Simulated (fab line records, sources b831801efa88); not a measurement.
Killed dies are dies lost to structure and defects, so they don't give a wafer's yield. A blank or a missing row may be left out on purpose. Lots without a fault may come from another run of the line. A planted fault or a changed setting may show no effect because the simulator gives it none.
Which tool did it? | flow sky130 | 12 lots, 34 wafers sampled, at 2 steps of a route of 708

WHAT THE GAUGES READ, wafer by wafer
SKY_LOCAL_INTERCONNECT_THK_MEAS_02: measures by xrf.
lot  | measured     | on            | LOCAL_INTERCONNECT_TIN_THK (nm)
L765 | day 30 00:55 | film_metro-01 | 99.4 100.4 101.7
L767 | day 30 09:13 | film_metro-01 | 101.7 103.9 102.8
L766 | day 30 13:43 | film_metro-03 | 100.6 101.0 100.7
L771 | day 31 12:28 | film_metro-04 | 104.1 103.6
L774 | day 32 12:17 | film_metro-04 | 103.5 101.0 102.0
L775 | day 32 19:32 | film_metro-04 | 103.5 104.5 103.5
L777 | day 33 16:44 | film_metro-01 | 103.4 101.9 102.6
L783 | day 35 13:48 | film_metro-01 | 101.5 100.1 100.8
L784 | day 36 00:11 | film_metro-01 | 98.1 99.7 100.5
L785 | day 36 05:40 | film_metro-01 | 102.7 102.6 101.5
L786 | day 36 09:55 | film_metro-01 | 101.5 101.2 101.5
L788 | day 36 15:57 | film_metro-03 | 101.1 101.3

WHICH TOOL RAN EACH LOT (tool, then ch and the chambers of the sampled wafers, then the start)
lot  | SKY_LI_CONTACT_CMP_24
L765 | cmp-02 ch 1,2,3, day 30 00:26
L767 | cmp-02 ch 1,3, day 30 08:47
L766 | cmp-02 ch 0,1,2, day 30 13:17
L771 | cmp-02 ch 0,3, day 31 12:01
L774 | cmp-02 ch 0,1,2, day 32 11:51
L775 | cmp-02 ch 0,3, day 32 19:03
L777 | cmp-01 ch 2,3, day 33 16:13
L783 | cmp-01 ch 0,2,3, day 35 13:19
L784 | cmp-02 ch 1,2,3, day 35 23:45
L785 | cmp-01 ch 1,2,3, day 36 05:16
L786 | cmp-01 ch 0,1,2, day 36 09:26
L788 | cmp-01 ch 1,3, day 36 15:33
- SKY_LI_CONTACT_CMP_24: polishes, stops on PSG, t overpolish 20 s, target thk 0 nm.

WHAT THE TOOLS THEMSELVES READ (means of the sampled wafers that have a number; where no wafer has one, the mark that the record gives instead)
SKY_LI_CONTACT_CMP_24.
lot  | tool   | motor_current_A (A) | overpolish_run_s (s) | time_to_endpoint_s (s)
L765 | cmp-02 | 10.9                | 19.987               | 96
L767 | cmp-02 | 12.1                | 19.988               | 98
L766 | cmp-02 | 12.1                | 19.993               | 95
L771 | cmp-02 | 10.6                | 19.998               | 94
L774 | cmp-02 | 11.9                | 19.997               | 95
L775 | cmp-02 | 11.5                | 20.001               | 96
L777 | cmp-01 | 9.0                 | 19.996               | 103
L783 | cmp-01 | 9.6                 | 19.996               | 100
L784 | cmp-02 | 10.8                | 19.996               | 91
L785 | cmp-01 | 9.6                 | 19.998               | 99
L786 | cmp-01 | 10.5                | 20.008               | 98
L788 | cmp-01 | 9.8                 | 19.991               | 100

THE ANSWER, worked out from the rows above alone
Rule: what is usual is taken from the lots themselves. Put in order of their means at a reading, lots are off if they are a third of the lots or fewer, leave a main group of 4 or more, and stand apart from it by a gap of 3 or more times the standard deviation of the main group's means; of several such gaps the widest counts. A main group whose means are all the same, to the digits that the tables above print for the reading, isn't used. A lot without any number at a reading at which 4 lots or more have one is off too. The other lots that the step has rows for count as sound. The gauges are gone through in route order, then the tools' own readings, and for those a lot's mean is taken as printed above. The first step at which some lot is off is used, and at that step the reading that is off furthest; a lot without a number counts as furthest.
No lot is off at any reading shown: from this, nothing can be told.

WHAT THE SIMULATOR HAD PUT IN
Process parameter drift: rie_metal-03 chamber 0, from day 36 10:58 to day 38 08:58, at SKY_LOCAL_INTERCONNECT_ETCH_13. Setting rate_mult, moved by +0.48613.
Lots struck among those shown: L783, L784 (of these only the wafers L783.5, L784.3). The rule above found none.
